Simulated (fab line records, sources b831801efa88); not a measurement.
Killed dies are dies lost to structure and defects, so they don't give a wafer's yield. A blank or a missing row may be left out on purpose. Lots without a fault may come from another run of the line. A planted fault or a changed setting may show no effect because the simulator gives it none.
fab line records | flow gf180mcu | part 2 of 2: steps 29 to 40 of 40
record lots=5 wafers=15 last_day=33
route steps=602 shown V5@544 TOP_METAL@567
lots that met no fault: from a run of the same line without faults
start_h: hours from the record's first day to the start of the lot's first wafer shown | wait_h: hours since the lot's step before | " the same as in the row above | L1.1+2: a row that stands for several wafers | - no value, or no start given | * or withheld: withheld | < > ~ a bound
route shown NAME@n: a module of which the file shows steps, and the number in the route of the first | usual: mean/standard deviation of fault-free wafers | same: alike in all rows | chamber/n: place in a boat | sites: the reading at each site | _std_site: their standard deviation | _edge_site: outer sites' mean less inner sites' | radius_mm: how far each site lies from the wafer's centre | mask NAME#n: copy n | behind: the tool/chamber that last shaped the wafer | hold: why the lot was held/for how many hours/how that ended | device: the transistor (n, p or np) that didn't switch | end of line: the same wafers' tests at the end of the route | a step without rows: its recipe alone | killed: dies lost to structure and defects at the first sort, not the wafer's yield | map: a wafer's dies, x killed, . not, _ none there
set.NAME: the setting as run; set.NAME@STEP: as run at that earlier step | model.NAME: the simulator's own value behind a step, which no gauge read
lots at some steps of the route; a table a step, a row a wafer
services: from which hour (start_h, from the record's first day; less than 0 if before it) a tool's chamber was out of use, for how many hours, and why
## steps
# step GF_TOP_METAL_RS_MEAS_05
# recipe thk_meas_gauge=four-point-probe reads=TiN_of_TOP_METAL_SPUTTER_04+Ti_of_TOP_METAL_SPUTTER_03+AlCu_of_TOP_METAL_SPUTTER_02+TiN_of_TOP_METAL_SPUTTER_01+Ti_of_TOP_METAL_SPUTTER_00
# usual TOP_METAL_ALCU_RS=0.0328/0.00049
# columns lot.wafer tool chamber start_h wait_h TOP_METAL_ALCU_RS[ohm/sq]
L077.1 film_metro-02 - 651.30 0.0 0.0332
L077.4 " - " " 0.0333
L077.5 " - " " 0.0334
L080.3 film_metro-02 - 676.13 0.1 0.0327
L080.4 " - " " 0.0328
L080.5 " - " " 0.0325
L083.3 film_metro-02 - 698.70 0.1 0.0330
L083.4 " - " " 0.0328
L083.6 " - " " 0.0332
L088.1 film_metro-02 - 731.07 0.0 0.0325
L088.3 " - " " 0.0331
L088.5 " - " " 0.0332
L092.3 film_metro-02 - 759.04 0.1 0.0321
L092.4 " - " " 0.0321
L092.6 " - " " 0.0324
# step GF_TOP_METAL_THK_MEAS_06
# recipe thk_meas_gauge=xrf reads=AlCu_of_TOP_METAL_SPUTTER_02
# usual TOP_METAL_ALCU_THK=899/14
# columns lot.wafer tool chamber start_h wait_h TOP_METAL_ALCU_THK[nm]
L077.1 film_metro-02 - 651.42 0.1 895
L077.4 " - " " 882
L077.5 " - " " 885
L080.3 film_metro-02 - 676.23 0.1 900
L080.4 " - " " 898
L080.5 " - " " 905
L083.3 film_metro-02 - 698.80 0.1 901
L083.4 " - " " 904
L083.6 " - " " 887
L088.1 film_metro-02 - 731.19 0.1 908
L088.3 " - " " 890
L088.5 " - " " 891
L092.3 film_metro-02 - 759.14 0.1 923
L092.4 " - " " 920
L092.6 " - " " 917
# step GF_TOP_METAL_DEHYDRATE_07
# recipe temp_c=200 time_s=60
# columns lot.wafer tool chamber start_h wait_h
L077.1+4+5 litho_track-02 0 660.00 8.6
L080.3+4+5 litho_track-04 0 684.73 8.5
L083.3+4+6 litho_track-02 0 707.15 8.3
L088.1+3+5 litho_track-04 0 738.98 7.8
L092.3+4+6 litho_track-02 0 766.95 7.8
# step GF_TOP_METAL_HMDS_08
# recipe prime_time_s=60 prime_temp_c=120
# columns lot.wafer tool chamber start_h wait_h
L077.1+4+5 litho_track-02 0 660.15 0.1
L080.3+4+5 litho_track-04 0 684.88 0.1
L083.3+4+6 litho_track-02 0 707.30 0.1
L088.1+3+5 litho_track-04 0 739.13 0.1
L092.3+4+6 litho_track-02 0 767.10 0.1
# step GF_TOP_METAL_COAT_09
# recipe resist=NOVOLAK spin_rpm=3000 resist_thk_nm=1500
# usual dispense_pressure_kPa=53.3/2.1
# columns lot.wafer tool chamber start_h wait_h dispense_pressure_kPa
L077.1 litho_track-02 0 660.30 0.1 53.5
L077.4 " 0 " " 53.5
L077.5 " 0 " " 53.5
L080.3 litho_track-04 0 685.03 0.1 55.0
L080.4 " 0 " " 55.0
L080.5 " 0 " " 55.0
L083.3 litho_track-02 0 707.45 0.1 53.5
L083.4 " 0 " " 53.5
L083.6 " 0 " " 53.4
L088.1 litho_track-04 0 739.28 0.1 55.0
L088.3 " 0 " " 55.0
L088.5 " 0 " " 55.0
L092.3 litho_track-02 0 767.25 0.1 53.5
L092.4 " 0 " " 53.5
L092.6 " 0 " " 53.5
# step GF_TOP_METAL_SOFTBAKE_10
# recipe temp_c=90 time_s=60 resist=NOVOLAK
# columns lot.wafer tool chamber start_h wait_h
L077.1+4+5 litho_track-02 0 660.45 0.1
L080.3+4+5 litho_track-04 0 685.18 0.1
L083.3+4+6 litho_track-02 0 707.60 0.1
L088.1+3+5 litho_track-04 0 739.43 0.1
L092.3+4+6 litho_track-02 0 767.40 0.1
# step GF_TOP_METAL_EXPOSE_11
# recipe mask_id=MetalTop target_cd_nm=440 na=0.6 source_shape=conventional sigma_outer=0.6 dose_mj=170
# columns lot.wafer tool chamber start_h wait_h mask
L077.1+4+5 iline_stepper-02 0 - - MetalTop#0
L080.3+4+5 iline_stepper-02 0 - - MetalTop#0
L083.3+4+6 iline_stepper-02 0 - - MetalTop#0
L088.1+3+5 iline_stepper-01 0 - - MetalTop#0
L092.3+4+6 iline_stepper-01 0 - - MetalTop#0
# step GF_TOP_METAL_PEB_12
# recipe temp_c=withheld time_s=* resist=NOVOLAK
# columns lot.wafer tool chamber start_h wait_h
L077.1+4+5 litho_track-02 0 - -
L080.3+4+5 litho_track-03 0 - -
L083.3+4+6 litho_track-02 0 - -
L088.1+3+5 litho_track-02 0 - -
L092.3+4+6 litho_track-04 0 - -
# step GF_TOP_METAL_DEVELOP_13
# recipe develop_time_s=60 dev_temp_c=23
# columns lot.wafer tool chamber start_h wait_h
L077.1+4+5 litho_track-02 0 669.20 0.1
L080.3+4+5 litho_track-03 0 694.25 0.1
L083.3+4+6 litho_track-02 0 716.10 0.1
L088.1+3+5 litho_track-02 0 747.15 0.1
L092.3+4+6 litho_track-04 0 775.03 0.1
# step GF_TOP_METAL_CD_MEAS_14
# recipe target_cd_nm=440
# usual cd_nm=441.0/2.1
# columns lot.wafer tool chamber start_h wait_h cd_nm
L077.1 cd_sem-01 - 669.35 0.1 439.8
L077.4 " - " " 440.4
L077.5 " - " " 442.3
L080.3 cd_sem-01 - 694.39 0.1 436.7
L080.4 " - " " 439.0
L080.5 " - " " 438.1
L083.3 cd_sem-01 - 716.24 0.1 440.9
L083.4 " - " " 439.4
L083.6 " - " " 440.3
L088.1 cd_sem-01 - 747.30 0.1 435.7
L088.3 " - " " 439.0
L088.5 " - " " 438.8
L092.3 cd_sem-01 - 775.17 0.1 442.4
L092.4 " - " " 440.6
L092.6 " - " " 440.8
# step GF_TOP_METAL_OVL_MEAS_15
# usual TOP_METAL_OVL=-0.9/1.4
# columns lot.wafer tool chamber start_h wait_h TOP_METAL_OVL[nm]
L077.1 overlay-01 - 669.47 0.1 -3.7
L077.4 " - " " -3.4
L077.5 " - " " -3.1
L080.3 overlay-02 - 694.48 0.1 -1.5
L080.4 " - " " -0.4
L080.5 " - " " -2.3
L083.3 overlay-01 - 716.34 0.1 -1.0
L083.4 " - " " -1.0
L083.6 " - " " -1.4
L088.1 overlay-01 - 747.42 0.1 -0.5
L088.3 " - " " -0.4
L088.5 " - " " -0.5
L092.3 overlay-01 - 775.27 0.1 1.3
L092.4 " - " " -0.5
L092.6 " - " " 0.0
# step GF_TOP_METAL_METAL_ETCH_16
# recipe chemistry=Cl2/BCl3 mask_material=NOVOLAK target_depth_nm=1077.5 stop_on=SiO2 pressure_mtorr=8 icp_w=800 bias_w=140 Cl2_flow_sccm=80 bcl3_flow_sccm=40 time_s=179.6
# usual bcl3_flow_sccm=39.99/0.13 drypump_motor_current_A=5.4/0.36 oes_product_au=0.965/0.0079 throttle_valve_pct=28.257/0.012
# columns lot.wafer tool chamber start_h wait_h bcl3_flow_sccm drypump_motor_current_A oes_product_au rf_hours_counter_h throttle_valve_pct
L077.1 rie_metal-01 0 669.51 0.0 40.10 5.0 0.969 2.4 28.261
L077.4 " 1 " " 39.89 5.3 0.955 - 28.263
L077.5 " 0 " " 40.15 5.0 0.957 - 28.275
L080.3 rie_metal-01 0 694.56 0.1 39.98 5.0 0.956 - 28.252
L080.4 " 1 " " 39.86 5.3 0.961 - 28.259
L080.5 " 1 " " 39.92 5.3 0.971 - 28.239
L083.3 rie_metal-04 0 716.48 0.1 39.83 5.5 0.964 - 28.268
L083.4 " 0 " " 39.75 5.5 0.964 - 28.264
L083.6 " 0 " " 39.81 5.5 0.954 - 28.263
L088.1 rie_metal-01 0 747.46 0.0 39.89 5.0 0.966 5.9 28.245
L088.3 " 1 " " 40.18 5.3 0.962 - 28.264
L088.5 " 0 " " 39.91 5.0 0.958 - 28.255
L092.3 rie_metal-01 1 775.35 0.1 40.10 5.3 0.973 - 28.260
L092.4 " 0 " " 40.02 5.0 0.977 - 28.253
L092.6 " 0 " " 40.07 5.0 0.970 - 28.249
## services
# columns tool chamber start_h hours kind
krf_scanner-02 - 619.02 1.0 pm
cmp-02 - 621.43 0.7 repair
cmp-02 - 621.44 0.7 repair
pvd_sputter-01 - 625.71 1.8 repair
rie_metal-01 - 630.38 2.8 pm
cmp-01 - 636.80 0.5 repair
rie_diel-04 2 641.43 14.1 repair
rie_diel-04 1 657.59 18.1 repair
cvd_w-02 - 663.81 2.4 repair
rie_metal-01 0 684.88 2.0 repair
cmp-02 - 690.61 38.8 repair
cmp-01 - 690.67 2.4 repair
iline_stepper-02 - 692.79 2.1 pm
cmp-01 - 694.20 0.2 repair
iline_stepper-02 - 694.87 1.7 pm
cmp-02 - 697.51 3.2 repair
plasma_asher-03 - 698.33 2.5 repair
krf_scanner-02 - 717.53 1.3 pm
cmp-01 - 729.38 2.9 pm
pvd_sputter-02 - 736.31 9.7 repair
cmp-01 - 750.82 4.0 pm
rie_diel-04 1 766.94 14.3 repair
pvd_sputter-01 - 767.93 2.0 repair
rie_diel-04 0 770.84 10.0 repair
